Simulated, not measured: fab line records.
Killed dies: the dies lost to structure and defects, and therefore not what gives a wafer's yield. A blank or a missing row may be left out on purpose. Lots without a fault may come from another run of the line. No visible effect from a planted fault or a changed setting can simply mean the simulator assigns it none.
Which tool did it? -- flow gf180mcu -- 11 lots, 33 wafers sampled, at 5 steps of a route of 602

WHAT EACH GAUGE READ, for each wafer
GF_VT_IMPLANT_OVL_MEAS_07. Usual: VT_IMPLANT_OVL typically reads 0.2 nm, with standard deviation 1.5.
lot,measured,on,VT_IMPLANT_OVL (nm),flag
L535,day 5 07:37,overlay-02,-1.2 -1.7 -0.1,
L536,day 5 11:33,overlay-02,-0.6 0.9 0.6,
L537,day 6 13:46,overlay-02,-0.9 0.9 0.0,
L540,day 6 18:28,overlay-02,0.9 -1.0 2.1,
L545,day 8 07:53,overlay-02,-117.4 -117.1 -117.2,OFF
L546,day 8 15:35,overlay-02,-116.6 -114.9 -116.1,OFF
L547,day 8 21:13,overlay-01,-117.8 -118.1 -118.2,OFF
L550,day 9 17:33,overlay-01,0.9 1.5 2.9,
L552,day 10 00:58,overlay-02,1.1 1.3 1.0,
L553,day 10 08:46,overlay-02,2.6 1.5 0.8,
L556,day 11 06:01,overlay-01,-1.1 1.1 0.0,

GF_POLY_GATE_THK_MEAS_01. Usual: POLY_GATE_CVD_00_THK typically reads 199.8 nm, with standard deviation 2.
lot,measured,on,POLY_GATE_CVD_00_THK (nm),flag
L535,day 8 05:48,film-metro-03,200.4 200.3 202.3,
L536,day 8 11:17,film-metro-02,199.6 199.6 200.6,
L537,day 9 14:33,film-metro-03,199.0 196.1 196.6,
L540,day 9 20:30,film-metro-03,198.4 199.4 199.3,
L545,day 11 17:05,film-metro-02,199.5 199.0 200.4,
L546,day 11 21:32,film-metro-03,201.6 201.3 202.1,
L547,day 12 02:06,film-metro-02,202.5 203.7 203.8,
L550,day 13 02:23,film-metro-03,203.1 204.1 203.2,
L552,day 13 13:01,film-metro-03,198.2 197.4 197.3,
L553,day 13 19:40,film-metro-01,200.7 199.4 200.5,
L556,day 14 19:07,film-metro-01,198.5 197.6 198.4,

WHICH TOOL RAN EACH LOT (tool, then ch and the chambers of the sampled wafers, then the start)
lot,GF_STI_STRIP_15,GF_DNWELL_STRIP_08,GF_VT_IMPLANT_EXPOSE_04
L535,"plasma-asher-01 ch 0,1, day 2 01:59","plasma-asher-04 ch 0,1, day 2 17:44","iline-stepper-01 ch 0, day 5 00:41"
L536,"plasma-asher-04 ch 0,1, day 2 06:34","plasma-asher-02 ch 0,1, day 2 20:40","iline-stepper-01 ch 0, day 5 06:13"
L537,"plasma-asher-04 ch 0,1, day 2 20:07","plasma-asher-03 ch 0,1, day 3 14:34","iline-stepper-01 ch 0, day 6 05:14"
L540,"plasma-asher-01 ch 0,1, day 2 23:43","plasma-asher-02 ch 0,1, day 3 18:37","iline-stepper-02 ch 0, day 6 11:02"
L545,"plasma-asher-03 ch 0,1, day 4 05:18","plasma-asher-03 ch 0,1, day 5 02:04","iline-stepper-01 ch 0, day 8 00:10"
L546,"plasma-asher-03 ch 0,1, day 4 10:29","plasma-asher-03 ch 0,1, day 5 07:41","iline-stepper-01 ch 0, day 8 06:52"
L547,"plasma-asher-01 ch 0, day 4 15:24","plasma-asher-02 ch 0,1, day 5 10:53","iline-stepper-01 ch 0, day 8 12:14"
L550,"plasma-asher-01 ch 0,1, day 5 07:38","plasma-asher-04 ch 0,1, day 6 04:23","iline-stepper-02 ch 0, day 9 08:31"
L552,"plasma-asher-01 ch 0,1, day 5 16:16","plasma-asher-03 ch 0,1, day 6 12:49","iline-stepper-02 ch 0, day 9 17:02"
L553,"plasma-asher-04 ch 0,1, day 5 21:26","plasma-asher-02 ch 0,1, day 6 17:40","iline-stepper-02 ch 0, day 9 23:26"
L556,"plasma-asher-03 ch 0,1, day 6 13:58","plasma-asher-02 ch 0,1, day 7 12:17","iline-stepper-02 ch 0, day 10 20:17"
- GF_STI_STRIP_15: strips in O2/N2.
- GF_DNWELL_STRIP_08: strips in O2/N2.
- GF_VT_IMPLANT_EXPOSE_04: exposes mask LVPWELL LV AREA, target cd 600 nm.

WHAT THE TOOLS THEMSELVES READ (means of the sampled wafers that have a number; where no wafer has one, the mark that the record gives instead)
GF_STI_STRIP_15. Usual: chamber-pressure-mTorr 1500.0 mTorr, standard deviation 1.4; drypump-motor-current-A 5.7 A, standard deviation 0.62; heater-power-w 326 W, standard deviation 30; oes-product-au 0.385 a.u., standard deviation 0.0056; platen-temp-c 250.01 C, standard deviation 0.15; strip-time-to-endpoint-s 3.73 s, standard deviation 0.057.
lot,tool,chamber-pressure-mTorr (mTorr),drypump-motor-current-A (A),heater-power-w (W),oes-product-au (a.u.),platen-temp-c (C),strip-time-to-endpoint-s (s),flag
L535,plasma-asher-01,1500.5,5.8,324,0.384,249.83,3.72,
L536,plasma-asher-04,1500.9,6.3,348,0.377,250.00,3.72,
L537,plasma-asher-04,1500.7,6.2,355,0.382,250.14,3.73,
L540,plasma-asher-01,1500.7,5.8,319,0.379,250.05,3.68,
L545,plasma-asher-03,1500.5,5.5,313,0.383,249.97,3.69,
L546,plasma-asher-03,1501.1,5.5,333,0.388,250.04,3.81,
L547,plasma-asher-01,1498.9,4.9,316,0.385,250.17,3.69,
L550,plasma-asher-01,1500.7,5.8,320,0.387,250.03,3.81,
L552,plasma-asher-01,1500.2,5.3,317,0.384,249.95,3.72,
L553,plasma-asher-04,1500.7,5.9,322,0.381,250.08,3.71,
L556,plasma-asher-03,1500.4,5.5,331,0.380,249.92,3.69,

GF_DNWELL_STRIP_08. Usual: chamber-pressure-mTorr 1500.0 mTorr, standard deviation 1.4; drypump-motor-current-A 5.7 A, standard deviation 0.43; heater-power-w 334 W, standard deviation 42; oes-product-au 0.723 a.u., standard deviation 0.0046; platen-temp-c 250.02 C, standard deviation 0.18; strip-time-to-endpoint-s 36.96 s, standard deviation 0.12.
lot,tool,chamber-pressure-mTorr (mTorr),drypump-motor-current-A (A),heater-power-w (W),oes-product-au (a.u.),platen-temp-c (C),strip-time-to-endpoint-s (s),flag
L535,plasma-asher-04,1500.6,5.9,327,0.727,250.12,36.96,
L536,plasma-asher-02,1499.0,5.5,323,0.726,249.84,37.04,
L537,plasma-asher-03,1498.9,5.5,327,0.724,250.06,36.83,
L540,plasma-asher-02,1499.3,5.6,319,0.725,250.11,37.04,
L545,plasma-asher-03,1501.5,5.5,315,0.723,249.93,36.89,
L546,plasma-asher-03,1500.2,5.5,315,0.719,250.01,36.99,
L547,plasma-asher-02,1499.1,5.4,361,0.718,250.01,36.97,
L550,plasma-asher-04,1500.5,6.2,354,0.722,250.04,37.06,
L552,plasma-asher-03,1501.0,5.5,318,0.719,249.90,37.15,
L553,plasma-asher-02,1500.1,5.5,336,0.722,249.94,36.83,
L556,plasma-asher-02,1500.3,5.5,332,0.720,250.12,37.07,

GF_VT_IMPLANT_EXPOSE_04. Usual: exposure-dose-mJ-cm2 at 140.02, with a standard deviation of 0.16.
lot,tool,exposure-dose-mJ-cm2,flag
L535,iline-stepper-01,139.99,
L536,iline-stepper-01,140.02,
L537,iline-stepper-01,140.15,
L540,iline-stepper-02,140.12,
L545,iline-stepper-01,140.12,
L546,iline-stepper-01,140.06,
L547,iline-stepper-01,139.96,
L550,iline-stepper-02,140.06,
L552,iline-stepper-02,140.22,
L553,iline-stepper-02,139.99,
L556,iline-stepper-02,140.08,

THE ANSWER, worked out from the rows above alone
Rule: take the mean of a lot's wafers that have a number; if it is more than 3 standard deviations from the usual mean, the lot is off. A lot without any number at a reading at which 4 lots or more have one is off too. Any other lot the step has rows for is counted as sound. Order of review: gauges by route order, followed by the tools' own readings, for which a lot's mean as printed above is used. The first step at which some lot is off is used, and at that step the reading that is off furthest; a lot without a number counts as furthest.
Off: L545, L546, L547, at GF_VT_IMPLANT_OVL_MEAS_07 (VT_IMPLANT_OVL).
A tool fits if, at a process step before that reading, it ran every lot that is off, and no sound lot after the first of them. The gauges at GF_VT_IMPLANT_OVL_MEAS_07 are tried like those tools. One candidate fits, namely iline-stepper-01 at GF_VT_IMPLANT_EXPOSE_04. Its last sound lot is L537 (day 6 05:14), its first lot that is off L545 (day 8 00:10): a fault that began between those two fits.

WHAT HAD BEEN PUT IN BY THE SIMULATOR
Scanner matching overlay: iline-stepper-01, from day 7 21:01 on, at GF_VT_IMPLANT_EXPOSE_04. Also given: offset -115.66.
Shown lots that were struck: L545, L546, L547. The rule given above showed the same thing.
